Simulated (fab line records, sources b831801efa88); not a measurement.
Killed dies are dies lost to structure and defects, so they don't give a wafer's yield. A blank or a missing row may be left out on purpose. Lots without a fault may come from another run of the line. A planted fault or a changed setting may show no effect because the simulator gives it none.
Chamber matching | flow sky130 | SKY_CONTACT_CMP_27 on cmp-02: 4 sister chambers
The step polishes, stops on SiO2, t overpolish 15 s, target thk 0 nm. 4 wafers are shown with their chamber, then 6 later ones without.

WAFERS WITH THEIR CHAMBER
wafer  | chamber | motor_current_A (A)
L409.4 | 3       | 12.0
L413.1 | 2       | 12.8
L413.3 | 1       | 10.1
L413.6 | 0       | 10.0

WAFERS WITHOUT THEIR CHAMBER
wafer  | motor_current_A (A)
L416.3 | 10.6
L416.5 | 11.0
L416.6 | 12.2
L424.1 | 12.8
L424.3 | 9.7
L424.5 | 12.8

WHICH CHAMBER EACH WENT THROUGH
wafer  | from the rows above          | in truth
L416.3 | can't be placed: 1 or 0      | 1
L416.5 | can't be placed: 1 or 0 or 3 | 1
L416.6 | can't be placed: 3 or 2      | 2
L424.1 | can't be placed: 2 or 3      | 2
L424.3 | can't be placed: 0 or 1      | 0
L424.5 | can't be placed: 2 or 3      | 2
Placed correctly: 0 of 6. Can't be placed from these rows: 6 (the true chamber is among the candidates in 6). Placed wrongly: 0.
How it was worked out, from the rows above alone: a wafer's distance from a chamber is the root of the sum, over the readings, of the square of ((its reading less the chamber's mean) divided by the reading's scatter). The wafer belongs to the nearest chamber; if the next one is less than 2 further off, it can't be placed. A chamber's mean is the mean of its shown wafers. The scatter: with one shown wafer a chamber, the root of the mean of the squares of how far each hidden wafer lies from its nearest shown one.
